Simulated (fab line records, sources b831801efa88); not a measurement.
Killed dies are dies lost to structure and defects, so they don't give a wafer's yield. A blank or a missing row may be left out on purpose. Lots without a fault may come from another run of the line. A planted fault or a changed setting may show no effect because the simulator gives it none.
fab line records | flow gf180mcu
record lots=24 wafers=72 last_day=34
route steps=602 shown V3@455 M4@456 V4@493 MIM@507 M5@534 V5@556
lots that met no fault: from a run of the same line without faults
start_h: hours from the record's first day to the start of the lot's first wafer shown | wait_h: hours since the lot's step before | " the same as in the row above | L1.1+2: a row that stands for several wafers | - no value, or no start given | * or withheld: withheld | < > ~ a bound
route shown NAME@n: a module of which the file shows steps, and the number in the route of the first | usual: mean/standard deviation of fault-free wafers | same: alike in all rows | chamber/n: place in a boat | sites: the reading at each site | _std_site: their standard deviation | _edge_site: outer sites' mean less inner sites' | radius_mm: how far each site lies from the wafer's centre | mask NAME#n: copy n | behind: the tool/chamber that last shaped the wafer | hold: why the lot was held/for how many hours/how that ended | device: the transistor (n, p or np) that didn't switch | end of line: the same wafers' tests at the end of the route | a step without rows: its recipe alone | killed: dies lost to structure and defects at the first sort, not the wafer's yield | map: a wafer's dies, x killed, . not, _ none there
set.NAME: the setting as run; set.NAME@STEP: as run at that earlier step | model.NAME: the simulator's own value behind a step, which no gauge read
steps of the route over a sample of lots; a table a step, a row a wafer
services: from which hour (start_h, from the record's first day; less than 0 if before it) a tool's chamber was out of use, for how many hours, and why
## steps
# step GF_V3_CMP_26
# recipe stop_on=SiO2 down_force_psi=3.5 platen_rpm=60 t_overpolish_s=15 target_thk_nm=0 pad_velocity_m_s=0.94248
# usual motor_current_A=10.9/1.1 overpolish_run_s=15.001/0.0092 time_to_endpoint_s=84.1/2.7
# columns lot.wafer tool chamber start_h wait_h motor_current_A overpolish_run_s time_to_endpoint_s
L074.3 cmp-02 3 521.52 0.1 9.2 14.996 83.3
L074.4 " 0 " " 10.7 14.993 86.3
L074.5 " 1 " " 13.5 14.990 86.7
L075.2 cmp-02 3 528.85 0.0 10.3 15.006 77.3
L075.4 " 2 " " 10.8 14.994 80.5
L075.6 " 0 " " 11.0 15.001 83.7
L076.4 cmp-02 2 541.19 0.0 10.6 14.995 82.4
L076.3 " 3 " " 10.0 14.999 78.5
L076.1 " 0 " " 10.8 15.003 81.7
L077.3 cmp-02 1 543.39 0.0 13.3 14.998 79.8
L077.5 " 1 " " 13.4 14.996 81.1
L077.6 " 2 " " 10.5 15.007 82.0
L078.3 cmp-01 0 549.77 0.0 9.9 15.007 82.7
L078.2 " 2 " " 9.7 14.992 82.7
L078.6 " 0 " " 10.1 15.003 84.0
L079.3 cmp-01 1 564.32 0.0 9.9 15.011 90.2
L079.5 " 1 " " 11.1 15.000 86.8
L079.6 " 2 " " 9.5 14.993 81.5
L080.4 cmp-01 0 567.32 0.3 9.6 15.015 83.8
L080.1 " 1 " " 10.0 14.996 82.6
L080.6 " 0 " " 9.2 14.995 86.6
L081.3 cmp-02 2 581.62 0.0 10.7 15.015 85.1
L081.2 " 3 " " 10.2 15.001 80.6
L081.1 " 1 " " 13.0 15.016 85.3
L082.2 cmp-01 2 584.98 0.0 9.7 14.994 82.4
L082.3 " 1 " " 10.4 14.995 84.5
L082.5 " 3 " " 10.4 14.996 80.7
L083.3 cmp-02 0 588.33 0.1 11.7 15.000 82.8
L083.4 " 1 " " 13.2 14.989 82.2
L083.1 " 2 " " 10.2 14.985 83.6
L084.2 cmp-02 0 594.32 0.0 11.3 15.003 86.8
L084.1 " 1 " " 12.9 14.983 83.6
L084.6 " 1 " " 12.8 15.026 81.2
L085.1 cmp-01 0 605.93 0.1 9.7 14.994 88.2
L085.3 " 2 " " 9.5 15.006 84.2
L085.5 " 1 " " 10.2 15.006 84.8
L086.4 cmp-02 3 613.67 0.1 10.3 14.987 78.6
L086.3 " 1 " " 12.7 14.998 83.9
L086.5 " 2 " " 10.3 15.011 84.9
L087.3 cmp-02 1 627.51 0.1 13.6 14.999 84.6
L087.2 " 2 " " 10.8 14.997 86.9
L087.1 " 3 " " 9.8 14.993 83.5
L088.2 cmp-02 0 630.81 0.2 10.9 15.001 82.9
L088.6 " 1 " " 13.0 14.991 85.2
L088.5 " 2 " " 10.7 15.000 86.4
L089.4 cmp-01 1 636.50 0.1 10.4 15.018 88.7
L089.1 " 3 " " 11.2 15.002 82.2
L089.5 " 0 " " 9.6 15.004 82.8
L090.1 cmp-02 1 648.52 0.1 12.9 15.005 83.3
L090.2 " 2 " " 10.6 15.003 87.2
L090.6 " 2 " " 10.4 14.995 92.6
L091.4 cmp-01 2 651.14 0.0 9.9 14.992 81.4
L091.3 " 0 " " 9.8 14.992 82.9
L091.6 " 2 " " 9.7 15.008 81.5
L092.3 cmp-02 1 655.19 0.1 13.0 14.996 85.0
L092.4 " 2 " " 10.2 15.001 89.4
L092.5 " 0 " " 11.2 15.010 87.1
L093.3 cmp-02 2 663.15 0.0 10.8 15.007 84.4
L093.6 " 2 " " 10.3 14.987 84.4
L093.5 " 3 " " 9.8 15.020 81.7
L094.2 cmp-02 0 672.36 0.3 11.8 15.016 83.2
L094.3 " 2 " " 10.8 15.004 86.7
L094.5 " 0 " " 11.1 14.991 84.2
L095.4 cmp-01 0 679.38 0.0 9.9 14.995 82.9
L095.5 " 0 " " 9.7 15.001 84.8
L095.6 " 1 " " 10.5 15.020 86.8
L096.1 cmp-02 1 680.42 0.1 13.5 15.014 85.8
L096.4 " 3 " " 10.6 15.000 84.6
L096.3 " 0 " " 10.7 15.002 82.4
L097.3 cmp-02 2 685.00 0.1 11.0 14.988 88.5
L097.5 " 1 " " 12.9 15.004 83.0
L097.6 " 2 " " 10.7 14.993 88.7
# step GF_M4_SPUTTER_00
# recipe material=Ti target_thk_nm=37.5 arriving_ion_energy_ev=80 substrate_temp_c=200 chamber_pressure_pa=2 power_w=4000 time_s=150
# usual throttle_valve_pct=29.2/0.76
# columns lot.wafer tool chamber start_h wait_h throttle_valve_pct
L074.3 pvd_sputter-02 - 521.72 0.1 29.1
L074.4 " - " " 28.4
L074.5 " - " " 29.0
L075.2 pvd_sputter-02 - 529.15 0.2 28.2
L075.4 " - " " 28.3
L075.6 " - " " 29.3
L076.1 pvd_sputter-03 - 541.49 0.1 30.4
L076.3 " - " " 29.2
L076.4 " - " " 28.0
L077.3 pvd_sputter-03 - 543.69 0.2 29.8
L077.5 " - " " 29.9
L077.6 " - " " 29.8
L078.2 pvd_sputter-02 - 550.07 0.1 28.9
L078.3 " - " " 29.1
L078.6 " - " " 28.6
L079.3 pvd_sputter-02 - 564.62 0.2 29.2
L079.5 " - " " 29.1
L079.6 " - " " 28.8
L080.1 pvd_sputter-02 - 567.57 0.1 28.8
L080.4 " - " " 28.9
L080.6 " - " " 29.7
L081.1 pvd_sputter-02 - 581.92 0.1 29.7
L081.2 " - " " 29.0
L081.3 " - " " 28.5
L082.2 pvd_sputter-02 - 585.28 0.2 28.4
L082.3 " - " " 28.9
L082.5 " - " " 29.8
L083.1 pvd_sputter-03 - 588.58 0.1 29.9
L083.3 " - " " 29.2
L083.4 " - " " 28.0
L084.1 pvd_sputter-02 - 594.62 0.2 29.3
L084.2 " - " " 28.3
L084.6 " - " " 28.3
L085.1 pvd_sputter-02 - 606.23 0.2 28.0
L085.3 " - " " 28.7
L085.5 " - " " 30.0
L086.3 pvd_sputter-03 - 613.92 0.1 29.8
L086.4 " - " " 30.2
L086.5 " - " " 28.1
L087.1 pvd_sputter-03 - 627.76 0.1 28.8
L087.2 " - " " 29.9
L087.3 " - " " 30.0
L088.2 pvd_sputter-02 - 630.96 0.1 28.7
L088.5 " - " " 28.2
L088.6 " - " " 29.1
L089.1 pvd_sputter-03 - 636.75 0.1 29.1
L089.4 " - " " 30.2
L089.5 " - " " 29.0
L090.1 pvd_sputter-03 - 648.82 0.2 30.4
L090.2 " - " " 28.0
L090.6 " - " " 29.9
L091.3 pvd_sputter-04 - 651.44 0.1 29.6
L091.4 " - " " 30.2
L091.6 " - " " 30.2
L092.3 pvd_sputter-02 - 655.44 0.2 29.7
L092.4 " - " " 29.2
L092.5 " - " " 29.7
L093.3 pvd_sputter-02 - 663.45 0.2 28.3
L093.5 " - " " 29.9
L093.6 " - " " 29.3
L094.2 pvd_sputter-03 - 672.61 0.2 28.1
L094.3 " - " " 29.1
L094.5 " - " " 30.1
L095.4 pvd_sputter-02 - 679.68 0.2 28.8
L095.5 " - " " 28.7
L095.6 " - " " 28.3
L096.1 pvd_sputter-04 - 680.72 0.2 28.7
L096.3 " - " " 29.6
L096.4 " - " " 31.6
L097.3 pvd_sputter-04 - 685.25 0.2 29.5
L097.5 " - " " 28.2
L097.6 " - " " 29.5
# step GF_V4_ETCH_17
# recipe chemistry=C4F8/O2/Ar mask_material=KrF target=SiO2 stop_on=TiN source_w=1500 bias_w=1200 pressure_mtorr=40 c4f8_flow_sccm=withheld O2_flow_sccm=6 Ar_flow_sccm=300 time_s=withheld target_depth_a=6300
# usual oes_product_au=0.856/0.005 rf_fwd_power_W=1492/5.1
# columns lot.wafer tool chamber start_h wait_h oes_product_au rf_fwd_power_W
L074.3 rie_diel-04 3 - - 0.857 1502
L074.4 " 1 " " 0.858 1486
L074.5 " 1 " " 0.853 1484
L075.2 rie_diel-01 0 - - 0.855 1495
L075.4 " 1 " " 0.859 1497
L075.6 " 3 " " 0.864 1489
L076.1 rie_diel-04 0 - - 0.849 1497
L076.3 " 3 " " 0.861 1487
L076.4 " 1 " " 0.843 1489
L077.3 rie_diel-03 1 - - 0.854 1490
L077.5 " 2 " " 0.855 1491
L077.6 " 0 " " 0.861 1489
L078.2 rie_diel-04 1 - - 0.859 1502
L078.3 " 3 " " 0.867 1494
L078.6 " 3 " " 0.861 1490
L079.3 rie_diel-01 1 - - 0.852 1492
L079.5 " 0 " " 0.854 1493
L079.6 " 3 " " 0.852 1488
L080.1 rie_diel-03 1 - - 0.864 1495
L080.4 " 2 " " 0.852 1494
L080.6 " 2 " " 0.858 1495
L081.1 rie_diel-01 3 - - 0.855 1478
L081.2 " 2 " " 0.849 1490
L081.3 " 0 " " 0.852 1485
L082.2 rie_diel-03 3 - - 0.855 1492
L082.3 " 2 " " 0.860 1501
L082.5 " 2 " " 0.856 1494
L083.1 rie_diel-03 3 - - 0.843 1498
L083.3 " 2 " " 0.865 1490
L083.4 " 0 " " 0.850 1486
L084.1 rie_diel-04 0 - - 0.858 1489
L084.2 " 2 " " 0.858 1492
L084.6 " 3 " " 0.856 1498
L085.1 rie_diel-01 0 - - 0.849 1495
L085.3 " 3 " " 0.849 1481
L085.5 " 0 " " 0.864 1495
L086.3 rie_diel-03 2 - - 0.855 1491
L086.4 " 3 " " 0.858 1487
L086.5 " 0 " " 0.856 1481
L087.1 rie_diel-04 0 - - 0.854 1493
L087.2 " 2 " " 0.854 1485
L087.3 " 3 " " 0.851 1489
L088.2 rie_diel-04 3 - - 0.860 1496
L088.5 " 1 " " 0.851 1489
L088.6 " 0 " " 0.852 1487
L089.1 rie_diel-03 1 - - 0.853 1491
L089.4 " 0 " " 0.857 1490
L089.5 " 1 " " 0.854 1498
L090.1 rie_diel-03 2 - - 0.853 1503
L090.2 " 3 " " 0.858 1493
L090.6 " 1 " " 0.847 1484
L091.3 rie_diel-04 3 - - 0.861 1489
L091.4 " 2 " " 0.859 1494
L091.6 " 0 " " 0.848 1493
L092.3 rie_diel-04 1 - - 0.854 1486
L092.4 " 0 " " 0.857 1491
L092.5 " 3 " " 0.853 1494
L093.3 rie_diel-04 1 - - 0.853 1483
L093.5 " 0 " " 0.853 1489
L093.6 " 1 " " 0.856 1484
L094.2 rie_diel-03 3 - - 0.850 1495
L094.3 " 1 " " 0.859 1495
L094.5 " 3 " " 0.858 1500
L095.4 rie_diel-04 0 - - 0.858 1491
L095.5 " 2 " " 0.861 1496
L095.6 " 1 " " 0.859 1484
L096.1 rie_diel-04 0 - - 0.850 1490
L096.3 " 2 " " 0.855 1491
L096.4 " 3 " " 0.859 1495
L097.3 rie_diel-04 0 - - 0.853 1494
L097.5 " 3 " " 0.851 1491
L097.6 " 0 " " 0.853 1490
# step GF_MIM_SPUTTER_04
# recipe material=TiN target_thk_nm=50 power_w=6500 time_s=41.7 chamber_pressure_pa=0.4
# usual throttle_valve_pct=29.8/1
# columns lot.wafer tool chamber start_h wait_h throttle_valve_pct
L074.3 pvd_sputter-01 - 567.93 0.0 29.0
L074.4 " - " " 30.7
L074.5 " - " " 31.3
L075.2 pvd_sputter-01 - 576.66 0.0 28.9
L075.4 " - " " 31.0
L075.6 " - " " 30.6
L076.1 pvd_sputter-02 - 588.35 0.0 30.1
L076.3 " - " " 29.2
L076.4 " - " " 28.6
L077.3 pvd_sputter-02 - 590.46 0.0 28.9
L077.5 " - " " 29.3
L077.6 " - " " 29.0
L078.2 pvd_sputter-01 - 596.62 0.0 29.1
L078.3 " - " " 31.0
L078.6 " - " " 31.4
L079.3 pvd_sputter-02 - 609.86 0.0 28.4
L079.5 " - " " 30.0
L079.6 " - " " 28.0
L080.1 pvd_sputter-04 - 613.61 0.0 28.6
L080.4 " - " " 29.3
L080.6 " - " " 28.6
L081.1 pvd_sputter-04 - 625.87 0.0 29.8
L081.2 " - " " 28.3
L081.3 " - " " 31.3
L082.2 pvd_sputter-01 - 629.77 0.0 30.4
L082.3 " - " " 30.0
L082.5 " - " " 30.6
L083.1 pvd_sputter-04 - 633.26 0.0 31.6
L083.3 " - " " 29.6
L083.4 " - " " 28.5
L084.1 pvd_sputter-02 - 638.72 0.0 28.4
L084.2 " - " " 29.6
L084.6 " - " " 28.8
L085.1 pvd_sputter-01 - 649.97 0.0 31.2
L085.3 " - " " 30.7
L085.5 " - " " 29.1
L086.3 pvd_sputter-01 - 657.64 0.0 31.2
L086.4 " - " " 30.0
L086.5 " - " " 31.2
L087.1 pvd_sputter-04 - 669.46 0.0 29.5
L087.2 " - " " 28.5
L087.3 " - " " 31.4
L088.2 pvd_sputter-02 - 673.93 0.0 28.6
L088.5 " - " " 29.7
L088.6 " - " " 29.2
L089.1 pvd_sputter-04 - 679.72 0.0 30.0
L089.4 " - " " 31.7
L089.5 " - " " 30.3
L090.1 pvd_sputter-01 - 689.89 0.0 31.4
L090.2 " - " " 30.0
L090.6 " - " " 29.9
L091.3 pvd_sputter-01 - 693.27 0.0 30.2
L091.4 " - " " 29.0
L091.6 " - " " 30.4
L092.3 pvd_sputter-02 - 697.26 0.0 28.8
L092.4 " - " " 28.2
L092.5 " - " " 28.8
L093.3 pvd_sputter-02 - 704.65 0.0 28.6
L093.5 " - " " 29.8
L093.6 " - " " 28.5
L094.2 pvd_sputter-01 - 713.57 0.0 30.2
L094.3 " - " " 31.5
L094.5 " - " " 31.4
L095.4 pvd_sputter-01 - 719.84 0.0 29.9
L095.5 " - " " 29.0
L095.6 " - " " 30.1
L096.1 pvd_sputter-04 - 721.32 0.0 29.9
L096.3 " - " " 31.6
L096.4 " - " " 28.5
L097.3 pvd_sputter-04 - 725.31 0.0 28.5
L097.5 " - " " 31.5
L097.6 " - " " 29.7
# step GF_M5_OVL_MEAS_08
# usual M5_OVL=2/6
# columns lot.wafer tool chamber start_h wait_h M5_OVL[nm]
L074.3 overlay-01 - 610.84 0.1 -8
L074.4 " - " " 4
L074.5 " - " " -9
L075.2 overlay-01 - 618.33 0.1 8
L075.4 " - " " 8
L075.6 " - " " 8
L076.1 overlay-01 - 630.51 0.1 -5
L076.3 " - " " -11
L076.4 " - " " 0
L077.3 overlay-02 - 632.39 0.1 11
L077.5 " - " " 9
L077.6 " - " " 0
L078.2 overlay-01 - 637.72 0.1 -1
L078.3 " - " " 6
L078.6 " - " " 3
L079.3 overlay-01 - 650.84 0.1 2
L079.5 " - " " 1
L079.6 " - " " 6
L080.1 overlay-02 - 654.36 0.1 6
L080.4 " - " " 4
L080.6 " - " " -2
L081.1 overlay-02 - 665.81 0.1 -7
L081.2 " - " " 7
L081.3 " - " " -3
L082.2 overlay-01 - 669.41 0.1 10
L082.3 " - " " 0
L082.5 " - " " -1
L083.1 overlay-02 - 672.76 0.1 3
L083.3 " - " " -6
L083.4 " - " " -1
L084.1 overlay-01 - 678.61 0.1 -7
L084.2 " - " " -8
L084.6 " - " " -1
L085.1 overlay-01 - 689.15 0.1 -1
L085.3 " - " " 2
L085.5 " - " " 4
L086.3 overlay-01 - 696.74 0.1 11
L086.4 " - " " -1
L086.5 " - " " 9
L087.1 overlay-01 - 706.73 0.1 6
L087.2 " - " " 9
L087.3 " - " " 0
L088.2 overlay-02 - 711.33 0.1 1
L088.5 " - " " -8
L088.6 " - " " -2
L089.1 overlay-01 - 716.68 0.1 -2
L089.4 " - " " 1
L089.5 " - " " 1
L090.1 overlay-02 - 726.15 0.1 11
L090.2 " - " " 8
L090.6 " - " " 13
L091.3 overlay-02 - 729.92 0.1 2
L091.4 " - " " 12
L091.6 " - " " 5
L092.3 overlay-02 - 734.06 0.1 3
L092.4 " - " " 8
L092.5 " - " " 3
L093.3 overlay-01 - 740.14 0.1 4
L093.5 " - " " 6
L093.6 " - " " 9
L094.2 overlay-02 - 748.66 0.1 -7
L094.3 " - " " 0
L094.5 " - " " 3
L095.4 overlay-02 - 754.98 0.1 2
L095.5 " - " " 8
L095.6 " - " " 1
L096.1 overlay-02 - 755.53 0.1 2
L096.3 " - " " 2
L096.4 " - " " -2
L097.3 overlay-02 - 759.59 0.1 10
L097.5 " - " " 10
L097.6 " - " " 2
# step GF_V5_ETCH_16
# recipe chemistry=N2/H2 target_depth_a=withheld overetch_a=withheld time_s=withheld target=BARC ion_energy_ev=200 source_w=500 bias_w=100 pressure_mtorr=30 n2_flow_sccm=100 h2_flow_sccm=200
# usual drypump_motor_current_A=5.6/0.47 h2_flow_sccm=200.0/0.58 oes_product_au=0.855/0.005 rf_fwd_power_W=493.8/2.3 throttle_valve_pct=13.225/0.0089
# columns lot.wafer tool chamber start_h wait_h drypump_motor_current_A h2_flow_sccm oes_product_au rf_fwd_power_W throttle_valve_pct
L074.3 rie_diel-01 0 632.54 0.0 6.4 200.3 0.843 496.3 13.241
L074.4 " 3 " " 5.1 199.6 0.853 493.1 13.219
L074.5 " 2 " " 5.6 201.1 0.860 494.1 13.224
L075.2 rie_diel-03 3 640.24 0.0 5.4 199.7 0.855 497.3 13.215
L075.4 " 1 " " 6.2 200.4 0.855 494.0 13.241
L075.6 " 0 " " 5.6 199.3 0.847 494.9 13.207
L076.1 rie_diel-03 0 651.51 0.0 5.6 201.0 0.853 492.5 13.206
L076.3 " 2 " " 5.2 200.1 0.857 495.7 13.224
L076.4 " 1 " " 6.2 200.1 0.856 494.4 13.217
L077.3 rie_diel-03 2 653.11 0.0 5.2 200.5 0.863 496.1 13.232
L077.5 " 1 " " 6.2 199.8 0.850 490.6 13.221
L077.6 " 2 " " 5.2 201.0 0.859 494.8 13.201
L078.2 rie_diel-02 2 659.09 0.0 5.6 200.7 0.854 492.3 13.223
L078.3 " 1 " " 5.3 200.3 0.857 494.6 13.224
L078.6 " 3 " " 5.4 199.4 0.864 493.3 13.230
L079.3 rie_diel-01 1 671.89 0.0 5.2 199.4 0.860 493.9 13.233
L079.5 " 3 " " 5.1 200.9 0.852 492.5 13.233
L079.6 " 2 " " 5.6 200.6 0.863 495.3 13.208
L080.1 rie_diel-02 0 675.19 0.0 6.5 200.7 0.861 496.0 13.236
L080.4 " 2 " " 5.6 199.5 0.855 492.9 13.225
L080.6 " 3 " " 5.3 200.2 0.864 496.6 13.219
L081.1 rie_diel-01 1 686.84 0.0 5.2 199.6 0.860 497.0 13.227
L081.2 " 0 " " 6.4 199.7 0.868 496.7 13.218
L081.3 " 3 " " 5.1 199.4 0.858 489.2 13.236
L082.2 rie_diel-01 0 689.04 0.0 6.5 200.0 0.863 495.3 13.221
L082.3 " 3 " " 5.1 198.8 0.855 490.5 13.221
L082.5 " 0 " " 6.4 199.5 0.857 494.1 13.236
L083.1 rie_diel-01 0 692.44 0.0 6.4 199.4 0.854 494.5 13.229
L083.3 " 3 " " 5.0 199.9 0.862 489.1 13.213
L083.4 " 0 " " 6.4 200.1 0.851 493.7 13.221
L084.1 rie_diel-03 0 698.59 0.0 5.6 199.9 0.857 491.6 13.256
L084.2 " 3 " " 5.4 199.9 0.846 494.5 13.216
L084.6 " 0 " " 5.6 199.8 0.851 492.4 13.213
L085.1 rie_diel-02 2 708.54 0.0 5.6 199.9 0.861 494.7 13.220
L085.3 " 1 " " 5.3 201.3 0.855 493.8 13.228
L085.5 " 3 " " 5.4 199.7 0.861 495.3 13.224
L086.3 rie_diel-03 2 716.01 0.0 5.2 199.9 0.864 498.2 13.221
L086.4 " 1 " " 6.2 199.8 0.858 490.8 13.231
L086.5 " 1 " " 6.2 200.1 0.852 491.1 13.232
L087.1 rie_diel-01 2 726.41 0.0 5.6 201.0 0.864 493.1 13.218
L087.2 " 1 " " 5.3 199.7 0.851 494.7 13.220
L087.3 " 3 " " 5.0 200.3 0.861 489.7 13.231
L088.2 rie_diel-02 3 731.24 0.0 5.4 201.0 0.850 492.9 13.231
L088.5 " 3 " " 5.3 200.4 0.856 493.9 13.209
L088.6 " 0 " " 6.5 198.9 0.856 496.2 13.215
L089.1 rie_diel-03 1 736.24 0.0 6.2 200.1 0.842 489.5 13.219
L089.4 " 2 " " 5.2 199.1 0.856 496.7 13.226
L089.5 " 2 " " 5.2 199.8 0.853 494.4 13.207
L090.1 rie_diel-02 0 744.81 0.0 6.5 199.6 0.853 495.0 13.223
L090.2 " 1 " " 5.3 200.1 0.856 491.5 13.226
L090.6 " 1 " " 5.3 199.8 0.858 492.4 13.229
L091.3 rie_diel-01 3 748.49 0.0 5.1 199.7 0.857 492.6 13.230
L091.4 " 2 " " 5.6 201.4 0.860 493.5 13.217
L091.6 " 2 " " 5.6 200.9 0.856 493.4 13.226
L092.3 rie_diel-03 2 751.94 0.0 5.2 200.5 0.858 495.6 13.220
L092.4 " 1 " " 6.2 199.0 0.852 488.8 13.221
L092.5 " 2 " " 5.2 200.0 0.858 495.5 13.230
L093.3 rie_diel-02 3 758.34 0.0 5.4 199.6 0.857 493.2 13.233
L093.5 " 0 " " 6.5 199.9 0.856 497.1 13.215
L093.6 " 3 " " 5.4 200.5 0.851 491.0 13.236
L094.2 rie_diel-03 2 766.19 0.0 5.2 198.9 0.855 497.7 13.237
L094.3 " 3 " " 5.4 199.8 0.860 493.7 13.216
L094.5 " 3 " " 5.4 200.6 0.854 493.0 13.214
L095.4 rie_diel-03 2 772.71 0.0 5.2 199.8 0.859 496.3 13.227
L095.5 " 3 " " 5.4 199.9 0.854 492.5 13.220
L095.6 " 2 " " 5.2 200.0 0.847 496.8 13.235
L096.1 rie_diel-01 2 773.41 0.0 5.6 200.5 0.852 493.4 13.235
L096.3 " 3 " " 5.1 199.9 0.851 488.4 13.223
L096.4 " 1 " " 5.2 200.4 0.851 495.4 13.215
L097.3 rie_diel-02 0 777.54 0.0 6.5 200.3 0.852 496.1 13.232
L097.5 " 2 " " 5.6 200.1 0.854 492.3 13.229
L097.6 " 3 " " 5.4 199.6 0.855 492.5 13.220
## services
# columns tool chamber start_h hours kind
rie_diel-03 - 509.55 2.4 repair
cmp-02 - 511.25 5.1 pm
cmp-02 - 518.47 0.8 repair
pvd_sputter-02 - 526.69 1.0 repair
rie_diel-04 1 534.89 2.1 repair
cmp-02 - 543.75 0.3 repair
rie_diel-01 3 549.90 3.4 repair
cmp-02 - 553.15 3.6 repair
rie_diel-01 2 557.50 6.3 repair
cmp-02 - 572.19 4.0 pm
rie_diel-03 2 576.51 9.2 repair
rie_diel-01 3 610.90 4.5 repair
cmp-02 - 620.21 5.8 pm
cmp-02 - 631.40 0.3 repair
cmp-02 - 645.55 0.5 repair
rie_diel-01 1 646.54 17.4 repair
rie_diel-04 - 649.33 0.8 repair
cmp-02 - 655.95 0.7 repair
pvd_sputter-02 - 683.85 3.8 repair
cmp-02 - 692.44 1.6 repair
rie_diel-03 - 704.98 0.2 repair
rie_diel-03 0 705.73 8.6 repair
rie_diel-03 3 725.97 6.2 repair
cmp-02 - 773.35 2.3 repair
## key
fault none
